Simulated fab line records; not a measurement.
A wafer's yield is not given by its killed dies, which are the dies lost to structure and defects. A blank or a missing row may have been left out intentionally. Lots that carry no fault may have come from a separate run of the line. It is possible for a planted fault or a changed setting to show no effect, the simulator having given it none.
Problem report in the 8D (eight disciplines) form, filled by code / flow gf180mcu / the parts of the form that need people (team, actions taken, sign-off) are left out

== 1. WHAT WENT WRONG ==
Mean M2_ALCU_RS at GF_M2_RS_MEAS_05: 0.1077 ohm/sq over 6 wafers in 2 lots; fault-free wafers: 0.0691 ohm/sq, standard deviation 0.00078. Measured from the usual mean, that is +49 standard deviations.
The step: measures by four-point-probe.
First seen on wafer L588.2, day 23 06:46, on film metro-03. The record holds 33 wafers of 11 lots with a number at this step. The rule behind "out" and "out of limits": a value lying over 4 standard deviations away from the usual mean. All remaining wafers that have a number are taken as sound.

== 2. WHAT IT IS AND WHAT IT IS NOT ==
question=which readings at this step | is=M2_ALCU_RS | is not=-
question=which lots | is=L588, L591 | is not=L575, L579, L580, L581, L582, L583, L593, L594, L595
question=which wafers of those lots | is=all that have a number | is not=-
question=read on which gauges | is=film metro-03, film metro-04 | is not=film metro-02
question=when | is=from day 23 06:46 | is not=up to then (18 sound wafers); but 9 sound wafers of L593, L594, L595 came after

== 3. WHAT RULES OUT EACH SUSPECT ==
Counting: a tool at a process step up to the reading stays a suspect if it ran every lot that is out and no sound lot after the first of them.
- the gauge at GF_M2_RS_MEAS_05 has been ruled out. The wafers that are out were read on 2 gauges (film metro-03, film metro-04).
- pvd sputter-01 at GF_M2_SPUTTER_02 (material AlCu, target thk 450 nm, time 23.9 s): kept. All lots that are out passed through it, beginning with L588 at day 23 06:40, and no sound lot followed; its final sound lot before that point was L581 at day 20 16:07.
Left after counting: pvd sputter-01 at GF_M2_SPUTTER_02.

== 4. THE CAUSE (what the simulator had put in) ==
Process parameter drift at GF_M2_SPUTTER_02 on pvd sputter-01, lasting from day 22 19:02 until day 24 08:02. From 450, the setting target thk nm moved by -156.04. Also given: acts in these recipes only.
The count eliminated every tool but this one.

== 5. THE CHAIN OF EFFECTS, in route order ==
One row per reading whose mean, taken over the struck wafers that have a number, lies over 3 standard deviations from the usual. Scope: only readings with a usual standard deviation given in the record; hours: median across lots of the time from each lot's start at the first step in this table that gives one to its start at this step; sigmas: change in usual standard deviations.
hours=0; step=GF_M2_RS_MEAS_05; reading=M2_ALCU_RS; usual=0.0691 ohm/sq; on struck wafers=0.1077; change=+0.0386; sigmas=+49
hours=0; step=GF_M2_THK_MEAS_06; reading=M2_ALCU_THK; usual=444 nm; on struck wafers=287; change=-157; sigmas=-29
hours=22; step=GF_M2_METAL_ETCH_16; reading=oes product au; usual=0.974 a.u.; on struck wafers=0.820; change=-0.154; sigmas=-23
hours=22; step=GF_M2_METAL_ETCH_16; reading=throttle valve pct; usual=28.247 %; on struck wafers=28.418; change=+0.171; sigmas=+18
Its process steps:
- GF_M2_METAL_ETCH_16: etches the open film in Cl2/BCl3, stops on SiO2, target depth 627.5 nm, time 104.6 s.

== 6. WHAT WOULD HAVE CAUGHT IT SOONER ==
Counted from the fault's start at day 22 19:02, it took 12 hours until the first out-of-limits reading at a measuring or inspecting step in this record, taken at day 23 06:46.
An alarm limit of 4 standard deviations would not have fired on the tool readings at GF_M2_SPUTTER_02 for which the record gives a usual standard deviation, since none of them was out on any struck wafer.
L591, from the lots that are out (2), started GF_M2_SPUTTER_02 on pvd sputter-01 later than day 23 06:46. Holding the tool at that time would have saved it.
